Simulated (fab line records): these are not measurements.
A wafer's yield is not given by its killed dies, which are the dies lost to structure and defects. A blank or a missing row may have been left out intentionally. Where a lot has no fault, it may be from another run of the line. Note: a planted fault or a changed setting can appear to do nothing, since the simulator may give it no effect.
Shared-tool check    flow gf180mcu    Lots sampled 10, wafers sampled 30

== REASON IT WAS OPENED ==
2 of 10 lots carry a flag on the reading STI_CVD_03_THK at GF_STI_THK_MEAS_04. Fault-free wafers read 207.4 nm, with a standard deviation of 2.
Rule: flag the lot when none of its wafers has a number, or when each of its wafers that has one lies beyond 4 standard deviations from that mean. All remaining lots are regarded as sound.

lot   measured     on             STI_CVD_03_THK (nm), wafer by wafer  flag
L672  day 1 14:33  film_metro-03  207.2 205.8 205.6                    
L673  day 1 20:28  film_metro-02  211.9 211.1 211.1                    
L674  day 1 23:34  film_metro-02  207.6 207.7 207.3                    
L675  day 2 05:17  film_metro-02  211.6 209.8 210.5                    
L676  day 2 10:33  film_metro-04  204.9 205.5 206.1                    
L677  day 2 15:55  film_metro-02  208.9 208.1 209.2                    
L684  day 4 02:38  film_metro-03  163.7 163.1 164.6                    FLAGGED
L685  day 4 06:35  film_metro-04  162.3 161.5 162.3                    FLAGGED
L690  day 5 10:29  film_metro-03  209.6 208.8 210.2                    
L693  day 6 00:31  film_metro-04  208.7 206.0 207.9                    
Average over the flagged lots: 162.9 nm; offset from the usual -44.5 nm, equal to -22 standard deviations.

== WHICH TOOL EACH LOT WENT THROUGH ==
The record holds 1 process step before the reading, out of a route of 602 steps. Every cell lists first the tool, next ch and the chambers used by the sampled wafers, and last the start.
lot   flag     GF_STI_CVD_03
L672           lpcvd-01 ch 1, day 1 11:34
L673           lpcvd-02 ch 1, day 1 18:29
L674           lpcvd-02 ch 0, day 1 21:34
L675           lpcvd-02 ch 0, day 2 03:17
L676           lpcvd-01 ch 1, day 2 07:34
L677           lpcvd-02 ch 1, day 2 13:55
L684  FLAGGED  lpcvd-02 ch 0, day 4 00:40
L685  FLAGGED  lpcvd-02 ch 1, day 4 04:34
L690           lpcvd-01 ch 0, day 5 07:30
L693           lpcvd-01 ch 0, day 5 21:32
What is done by these steps:
- GF_STI_CVD_03: deposits Si3N4 from DCS/NH3, target thk 207.16 nm, time 3551 s.
- GF_STI_THK_MEAS_04

== FLAGGED OVER TOTAL, TOOL BY TOOL (the gauges that took the reading come last) ==
step                tool           lots run  flagged  share of the flagged lots  sound lots run after its first flagged lot
GF_STI_CVD_03       lpcvd-01       4         0        none                       -
GF_STI_CVD_03       lpcvd-02       6         2        all                        0
GF_STI_THK_MEAS_04  film_metro-02  4         0        none                       -
GF_STI_THK_MEAS_04  film_metro-03  3         1        some                       1 (L690)
GF_STI_THK_MEAS_04  film_metro-04  3         1        some                       1 (L693)

== WHAT IS ALLOWED BY THE TABLE ==
In the table, 1 row covers all flagged lots: lpcvd-02 at GF_STI_CVD_03.
- lpcvd-02 at GF_STI_CVD_03: 2 of its 6 lots flagged. A fault beginning between L677 (day 2 13:55), its last sound lot, and L684 (day 4 00:40), its first flagged one, fits the data.
lpcvd-02 at GF_STI_CVD_03 is the single tool remaining.

== WHAT THE SIMULATOR PUT IN ==
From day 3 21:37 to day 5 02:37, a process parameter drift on lpcvd-02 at GF_STI_CVD_03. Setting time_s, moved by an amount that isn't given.
Lots struck among those shown: L684, L685. This agrees with what the rule above found.
